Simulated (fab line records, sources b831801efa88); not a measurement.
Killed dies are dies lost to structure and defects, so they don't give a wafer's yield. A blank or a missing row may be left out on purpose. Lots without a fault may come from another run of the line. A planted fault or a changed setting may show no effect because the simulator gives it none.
fab line records | flow sky130
record lots=14 wafers=42 last_day=50
route steps=708 shown FIELD_ISO@16 NWELL@58 VT_ADJUST_HVTR@139
lots that met no fault: from a run of the same line without faults
start_h: hours from the record's first day to the start of the lot's first wafer shown | wait_h: hours since the lot's step before | " the same as in the row above | L1.1+2: a row that stands for several wafers | - no value, or no start given | * or withheld: withheld | < > ~ a bound
route shown NAME@n: a module of which the file shows steps, and the number in the route of the first | usual: mean/standard deviation of fault-free wafers | same: alike in all rows | chamber/n: place in a boat | sites: the reading at each site | _std_site: their standard deviation | _edge_site: outer sites' mean less inner sites' | radius_mm: how far each site lies from the wafer's centre | mask NAME#n: copy n | behind: the tool/chamber that last shaped the wafer | hold: why the lot was held/for how many hours/how that ended | device: the transistor (n, p or np) that didn't switch | end of line: the same wafers' tests at the end of the route | a step without rows: its recipe alone | killed: dies lost to structure and defects at the first sort, not the wafer's yield | map: a wafer's dies, x killed, . not, _ none there
set.NAME: the setting as run; set.NAME@STEP: as run at that earlier step | model.NAME: the simulator's own value behind a step, which no gauge read
steps of the route over a sample of lots; a table a step, a row a wafer
services: from which hour (start_h, from the record's first day; less than 0 if before it) a tool's chamber was out of use, for how many hours, and why
## steps
# step SKY_FIELD_ISO_ETCH_15
# recipe chemistry=CHF3/O2 target_depth_nm=180 stop_on=Si source_w=600 bias_w=200 pressure_mtorr=40 chf3_flow_sccm=50 O2_flow_sccm=5 time_s=72
# usual chamber_pressure_mTorr=40.00/0.037 drypump_motor_current_A=5.7/0.41 oes_product_au=0.944/0.0064 throttle_valve_pct=8.843/0.0093
# columns lot.wafer tool chamber start_h wait_h chamber_pressure_mTorr drypump_motor_current_A oes_product_au rf_hours_counter_h throttle_valve_pct
L181.1 rie_diel-02 3 46.19 0.0 39.97 5.6 0.955 146 8.852
L181.4 " 1 " " 40.01 5.6 0.938 114 8.836
L181.5 " 1 " " 40.00 5.6 0.942 - 8.841
L182.2 rie_diel-01 3 49.53 0.0 39.96 6.0 0.949 171 8.854
L182.3 " 2 " " 39.90 5.2 0.949 160 8.852
L182.5 " 0 " " 39.92 6.1 0.943 - 8.859
L184.1 rie_diel-04 1 59.14 0.0 39.99 4.9 0.947 3 8.852
L184.2 " 2 " " 40.02 6.2 0.948 44 8.828
L184.4 " 0 " " 40.00 6.0 0.949 47 8.836
L185.4 rie_diel-01 0 67.12 0.0 39.97 6.1 0.944 - 8.847
L185.5 " 2 " " 40.03 5.1 0.941 - 8.848
L185.6 " 1 " " 39.98 5.1 0.944 - 8.838
L186.1 rie_diel-04 1 70.03 0.0 39.96 5.0 0.951 3 8.846
L186.2 " 2 " " 39.95 6.2 0.943 44 8.842
L186.6 " 1 " " 39.93 4.9 0.955 - 8.846
L188.2 rie_diel-02 0 81.38 0.0 40.01 6.1 0.949 144 8.844
L188.4 " 2 " " 40.01 5.6 0.941 3 8.841
L188.6 " 2 " " 39.97 5.6 0.938 - 8.828
L189.3 rie_diel-04 1 86.58 0.0 40.04 5.0 0.951 3 8.840
L189.4 " 2 " " 39.97 6.2 0.946 45 8.850
L189.6 " 2 " " 40.00 6.2 0.950 - 8.847
L190.1 rie_diel-04 3 91.44 0.0 40.01 5.9 0.940 100 8.844
L190.4 " 1 " " 40.07 5.0 0.943 3 8.844
L190.5 " 0 " " 40.04 6.0 0.930 - 8.838
L194.2 rie_diel-01 2 111.93 0.0 40.01 5.1 0.941 161 8.828
L194.4 " 1 " " 40.01 5.0 0.936 34 8.832
L194.6 " 1 " " 39.91 5.0 0.934 - 8.844
L197.1 rie_diel-02 0 130.43 0.0 39.99 6.1 0.953 145 8.860
L197.2 " 2 " " 39.94 5.6 0.945 4 8.840
L197.4 " 1 " " 40.04 5.6 0.935 116 8.831
L198.1 rie_diel-02 0 138.09 0.0 39.97 6.1 0.948 145 8.851
L198.4 " 3 " " 39.98 5.6 0.946 148 8.855
L198.5 " 1 " " 39.99 5.6 0.951 - 8.824
L199.2 rie_diel-02 2 142.44 0.0 40.03 5.7 0.948 4 8.837
L199.3 " 1 " " 40.01 5.6 0.952 116 8.835
L199.4 " 3 " " 40.01 5.6 0.945 148 8.846
L200.1 rie_diel-01 0 147.19 0.0 40.06 6.1 0.936 80 8.831
L200.2 " 1 " " 40.05 5.1 0.937 35 8.820
L200.4 " 3 " " 39.93 6.0 0.931 1 8.852
L201.1 rie_diel-02 2 150.14 0.0 40.05 5.6 0.946 4 8.865
L201.4 " 3 " " 39.97 5.6 0.946 148 8.836
L201.6 " 0 " " 40.02 6.1 0.945 - 8.833
# step SKY_FIELD_ISO_STRIP_16
# recipe chemistry=O2/N2 power_w=1400 pressure_mtorr=1500 platen_temp_c=withheld o2_flow_sccm=3000 n2_flow_sccm=300 overash_fraction=0.5
# usual chamber_pressure_mTorr=1499.9/1.4 drypump_motor_current_A=5.9/0.46 oes_product_au=0.378/0.0051 strip_time_to_endpoint_s=3.57/0.039
# columns lot.wafer tool chamber start_h wait_h chamber_pressure_mTorr drypump_motor_current_A oes_product_au rf_hours_counter_h strip_time_to_endpoint_s
L181.1 plasma_asher-04 1 46.25 0.0 1501.0 5.9 0.373 36 3.61
L181.4 " 1 " " 1500.1 5.9 0.379 - 3.56
L181.5 " 0 " " 1497.8 5.6 0.379 - 3.55
L182.2 plasma_asher-03 0 49.58 0.0 1500.4 6.2 0.380 37 3.55
L182.3 " 0 " " 1499.9 6.2 0.377 - 3.61
L182.5 " 1 " " 1500.2 5.8 0.384 - 3.54
L184.1 plasma_asher-03 1 59.19 0.0 1502.0 5.8 0.375 38 3.59
L184.2 " 0 " " 1497.5 6.2 0.386 38 3.61
L184.4 " 0 " " 1499.9 6.2 0.384 - 3.55
L185.4 plasma_asher-04 0 67.18 0.0 1502.3 5.6 0.379 - 3.56
L185.5 " 1 " " 1501.1 5.9 0.380 - 3.56
L185.6 " 0 " " 1501.5 5.6 0.385 - 3.54
L186.1 plasma_asher-02 0 70.08 0.0 1500.2 6.6 0.379 28 3.61
L186.2 " 1 " " 1498.9 5.1 0.377 28 3.61
L186.6 " 0 " " 1500.3 6.6 0.381 - 3.59
L188.2 plasma_asher-02 0 81.43 0.0 1500.1 6.6 0.384 29 3.61
L188.4 " 1 " " 1499.8 5.1 0.379 - 3.51
L188.6 " 0 " " 1496.9 6.6 0.375 - 3.52
L189.3 plasma_asher-02 0 86.67 0.1 1496.7 6.6 0.382 - 3.58
L189.4 " 1 " " 1499.1 5.1 0.376 - 3.57
L189.6 " 1 " " 1499.0 5.1 0.382 - 3.59
L190.1 plasma_asher-03 1 91.50 0.0 1499.3 5.8 0.373 41 3.61
L190.4 " 0 " " 1499.8 6.2 0.377 - 3.55
L190.5 " 0 " " 1501.5 6.1 0.387 - 3.52
L194.2 plasma_asher-04 0 111.98 0.0 1500.7 5.6 0.379 43 3.53
L194.4 " 0 " " 1499.8 5.6 0.379 - 3.52
L194.6 " 0 " " 1500.5 5.6 0.374 - 3.50
L197.1 plasma_asher-03 0 130.48 0.0 1500.0 6.2 0.383 1 3.62
L197.2 " 1 " " 1500.7 5.8 0.378 1 3.56
L197.4 " 1 " " 1501.5 5.8 0.386 - 3.64
L198.1 plasma_asher-02 1 138.15 0.0 1497.0 5.1 0.380 35 3.57
L198.4 " 1 " " 1502.7 5.1 0.371 - 3.59
L198.5 " 0 " " 1498.2 6.6 0.375 - 3.58
L199.2 plasma_asher-04 0 142.50 0.0 1500.0 5.5 0.383 45 3.51
L199.3 " 0 " " 1500.1 5.6 0.374 - 3.61
L199.4 " 1 " " 1502.1 5.9 0.381 - 3.60
L200.1 plasma_asher-03 1 147.24 0.0 1498.9 5.8 0.373 3 3.51
L200.2 " 0 " " 1501.6 6.2 0.362 3 3.50
L200.4 " 1 " " 1500.2 5.8 0.380 - 3.54
L201.1 plasma_asher-02 0 150.20 0.0 1499.9 6.7 0.388 36 3.54
L201.4 " 1 " " 1499.9 5.1 0.384 - 3.61
L201.6 " 1 " " 1500.9 5.1 0.381 - 3.61
# step SKY_NWELL_COAT_05
# recipe spin_rpm=2000 resist_thk_nm=3000
# usual resist_line_temp_C=22.98/0.1 spin_speed_rpm=2000.2/1.3
# columns lot.wafer tool chamber start_h wait_h resist_line_temp_C spin_speed_rpm
L181.1 litho_track-03 0 96.72 0.1 23.15 1999.7
L181.4 " 0 " " 23.00 2000.9
L181.5 " 0 " " 22.99 2000.7
L182.2 litho_track-02 0 100.07 0.1 23.18 2001.8
L182.3 " 0 " " 22.95 1999.9
L182.5 " 0 " " 23.06 2000.3
L184.1 litho_track-01 0 112.07 0.1 23.11 2001.7
L184.2 " 0 " " 22.95 2000.7
L184.4 " 0 " " 23.02 1999.5
L185.4 litho_track-02 0 118.97 0.1 22.91 1999.7
L185.5 " 0 " " 22.81 2003.6
L185.6 " 0 " " 22.94 2001.7
L186.1 litho_track-02 0 121.69 0.1 22.95 1998.5
L186.2 " 0 " " 22.92 1997.2
L186.6 " 0 " " 23.00 1996.8
L188.2 litho_track-02 0 133.12 0.1 22.86 2001.0
L188.4 " 0 " " 23.07 1998.7
L188.6 " 0 " " 22.88 2000.5
L189.3 litho_track-03 0 140.77 0.1 22.86 1999.9
L189.4 " 0 " " 22.87 1996.0
L189.6 " 0 " " 22.89 1999.6
L190.1 litho_track-01 0 144.22 0.1 22.88 2000.9
L190.4 " 0 " " 23.06 2001.1
L190.5 " 0 " " 23.17 2000.0
L194.2 litho_track-03 0 168.70 0.1 22.88 2001.2
L194.4 " 0 " " 22.92 1999.3
L194.6 " 0 " " 22.83 2000.6
L197.1 litho_track-01 0 185.97 0.1 23.20 1998.6
L197.2 " 0 " " 23.19 2000.5
L197.4 " 0 " " 22.95 1999.9
L198.1 litho_track-01 0 193.32 0.1 23.05 1998.7
L198.4 " 0 " " 22.80 2000.1
L198.5 " 0 " " 22.84 1999.7
L199.2 litho_track-02 0 201.17 0.1 22.95 1997.6
L199.3 " 0 " " 22.96 2000.6
L199.4 " 0 " " 22.94 1999.0
L200.1 litho_track-02 0 207.94 0.1 22.93 2002.6
L200.2 " 0 " " 22.96 2000.5
L200.4 " 0 " " 22.97 2000.5
L201.1 litho_track-03 0 213.77 0.1 23.18 2000.4
L201.4 " 0 " " 23.29 2001.0
L201.6 " 0 " " 23.08 2003.3
# step SKY_NWELL_STRIP_14
# recipe chemistry=O2/N2 power_w=1400 pressure_mtorr=1500 platen_temp_c=withheld o2_flow_sccm=3000 n2_flow_sccm=300 overash_fraction=0.5
# usual chamber_pressure_mTorr=1499.8/1.2 drypump_motor_current_A=5.73/0.17 oes_product_au=0.722/0.0045 strip_time_to_endpoint_s=36.95/0.097
# columns lot.wafer tool chamber start_h wait_h chamber_pressure_mTorr drypump_motor_current_A oes_product_au rf_hours_counter_h strip_time_to_endpoint_s
L181.1 plasma_asher-03 1 106.35 0.1 1500.3 5.73 0.732 43 36.96
L181.4 " 1 " " 1501.3 5.75 0.719 - 36.93
L181.5 " 0 " " 1499.1 6.19 0.725 - 36.97
L182.2 plasma_asher-01 0 109.65 0.1 1501.9 5.64 0.720 39 36.88
L182.3 " 0 " " 1499.7 5.65 0.715 - 36.94
L182.5 " 1 " " 1497.4 5.66 0.732 - 37.00
L184.1 plasma_asher-04 0 122.91 0.1 1499.8 5.58 0.725 44 36.94
L184.2 " 1 " " 1498.1 5.92 0.730 44 36.86
L184.4 " 0 " " 1500.1 5.54 0.724 - 37.05
L185.4 plasma_asher-01 0 128.68 0.1 1500.5 5.64 0.725 - 36.90
L185.5 " 0 " " 1500.3 5.63 0.727 - 36.93
L185.6 " 1 " " 1500.1 5.63 0.720 - 36.96
L186.1 plasma_asher-01 1 130.48 0.1 1499.9 5.63 0.724 41 37.08
L186.2 " 0 " " 1501.6 5.64 0.724 41 37.04
L186.6 " 1 " " 1500.3 5.64 0.723 - 37.08
L188.2 plasma_asher-01 0 144.06 0.1 1496.2 5.65 0.717 42 36.91
L188.4 " 1 " " 1499.4 5.61 0.716 - 36.95
L188.6 " 1 " " 1500.9 5.65 0.722 - 36.95
L189.3 plasma_asher-04 1 150.69 0.1 1498.1 5.87 0.723 - 37.00
L189.4 " 0 " " 1501.9 5.60 0.725 - 37.04
L189.6 " 1 " " 1499.6 5.89 0.720 - 37.06
L190.1 plasma_asher-01 1 154.43 0.1 1500.9 5.70 0.719 44 36.81
L190.4 " 1 " " 1499.4 5.67 0.724 - 36.81
L190.5 " 1 " " 1501.6 5.68 0.721 - 36.70
L194.2 plasma_asher-04 0 179.81 0.1 1502.6 5.54 0.723 49 37.05
L194.4 " 0 " " 1500.3 5.55 0.721 - 37.15
L194.6 " 0 " " 1500.3 5.57 0.717 - 36.93
L197.1 plasma_asher-01 0 197.56 0.1 1500.8 5.64 0.719 48 36.92
L197.2 " 1 " " 1498.7 5.63 0.711 48 14.12
L197.4 " 1 " " 1499.2 5.68 0.714 - 36.82
L198.1 plasma_asher-04 1 205.40 0.1 1497.6 5.91 0.723 51 36.90
L198.4 " 0 " " 1499.4 5.53 0.720 - 37.00
L198.5 " 0 " " 1499.2 5.55 0.704 - 14.16
L199.2 plasma_asher-03 1 212.71 0.1 1497.9 5.76 0.728 9 37.16
L199.3 " 0 " " 1499.1 6.15 0.721 - 37.10
L199.4 " 1 " " 1500.4 5.78 0.715 - 37.12
L200.1 plasma_asher-03 0 219.81 0.1 1499.8 6.17 0.724 10 36.80
L200.2 " 1 " " 1501.3 5.76 0.738 10 36.93
L200.4 " 1 " " 1501.3 5.75 0.728 - 36.95
L201.1 plasma_asher-04 1 225.81 0.1 1499.9 5.88 0.726 54 36.87
L201.4 " 0 " " 1499.6 5.56 0.722 - 36.93
L201.6 " 1 " " 1498.6 5.88 0.729 - 36.96
# step SKY_VT_ADJUST_HVTR_OVL_MEAS_08
# usual VT_ADJUST_HVTR_OVL=0.4/1.7
# columns lot.wafer tool chamber start_h wait_h VT_ADJUST_HVTR_OVL[nm]
L181.1 overlay-01 - 227.83 0.1 3.6
L181.4 " - " " 1.1
L181.5 " - " " 1.3
L182.2 overlay-02 - 235.72 0.1 3.2
L182.3 " - " " 1.3
L182.5 " - " " 0.3
L184.1 overlay-02 - 249.81 0.1 2.5
L184.2 " - " " 2.2
L184.4 " - " " -1.7
L185.4 overlay-02 - 256.86 0.1 -0.1
L185.5 " - " " 0.9
L185.6 " - " " 1.8
L186.1 overlay-01 - 260.51 0.1 0.7
L186.2 " - " " -1.1
L186.6 " - " " 0.3
L188.2 overlay-01 - 275.17 0.1 -2.6
L188.4 " - " " -1.0
L188.6 " - " " -2.7
L189.3 overlay-01 - 285.51 0.1 2.1
L189.4 " - " " 2.9
L189.6 " - " " 2.9
L190.1 overlay-01 - 288.21 0.1 -0.3
L190.4 " - " " -0.2
L190.5 " - " " 1.5
L194.2 overlay-02 - 326.37 0.1 -1.7
L194.4 " - " " -1.2
L194.6 " - " " 0.8
L197.1 overlay-01 - 342.48 0.1 1.6
L197.2 " - " " 1.7
L197.4 " - " " 2.1
L198.1 overlay-01 - 353.09 0.1 2.0
L198.4 " - " " 3.6
L198.5 " - " " 2.6
L199.2 overlay-02 - 362.34 0.1 2.5
L199.3 " - " " 2.2
L199.4 " - " " 1.7
L200.1 overlay-01 - 370.31 0.1 -1.1
L200.2 " - " " -1.3
L200.4 " - " " -1.6
L201.1 overlay-01 - 379.36 0.1 1.1
L201.4 " - " " 1.4
L201.6 " - " " 0.2
## services
# columns tool chamber start_h hours kind
plasma_asher-01 - 24.99 0.9 repair
rie_diel-02 0 58.91 9.7 repair
rie_diel-01 3 59.89 - clean
rie_diel-01 3 59.89 25.1 scheduled_down
rie_diel-01 3 59.89 25.1 vent_cycle
plasma_asher-04 - 61.94 4.0 pm
rie_diel-04 2 74.60 11.0 repair
plasma_asher-03 - 108.75 9.0 pm
plasma_asher-03 0 108.75 9.0 vent_cycle
plasma_asher-03 1 108.75 9.0 vent_cycle
rie_diel-01 2 115.24 - clean
rie_diel-01 2 115.24 - consumable_replace:esc
plasma_asher-03 0 117.75 - clean
plasma_asher-03 1 117.75 - clean
rie_diel-04 2 124.70 5.6 repair
plasma_asher-03 - 181.77 3.6 repair
rie_diel-02 3 189.29 - clean
rie_diel-02 3 189.29 32.9 scheduled_down
rie_diel-02 3 189.29 32.9 vent_cycle
rie_diel-02 1 204.56 14.0 repair
plasma_asher-01 - 205.88 26.2 repair
rie_diel-02 0 222.23 - clean
rie_diel-02 0 222.23 21.2 scheduled_down
rie_diel-02 0 222.23 21.2 vent_cycle
## key
first_sign step=SKY_NWELL_STRIP_14 reading=strip_time_to_endpoint_s direction=down sigmas=99+ usual=* struck=*
effect none on later readings
met_at SKY_NWELL_COAT_05
struck_lots L197,L198
struck_wafers L197.2,L198.5
sort_left_out L197.2,L198.5
tester_left_out L197,L198
not_acting_at SKY_FIELD_ISO_ETCH_15,SKY_FIELD_ISO_STRIP_16,SKY_VT_ADJUST_HVTR_OVL_MEAS_08
onset_between 144.22 185.97
fault kind=process_parameter_drift tool=litho_track-01 chamber=- onset_h=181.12 steps=SKY_NWELL_COAT_05 channel=resist_thk_nm offset=-1941.7 shape=step end_h=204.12 scope=struck_wafers_only acts_in=these_recipes_only stated=3000
# tester_left_out: of these lots the tester's yield and bins aren't shown, on N5 and GAA mostly nor the transistor test; their killed dies are dies lost to structure and defects alone, not to doping, threshold or leakage, so they don't give the yield
# sort_left_out: the simulated sort isn't trusted on such a fault, so these wafers' sort isn't shown, and their yield isn't known
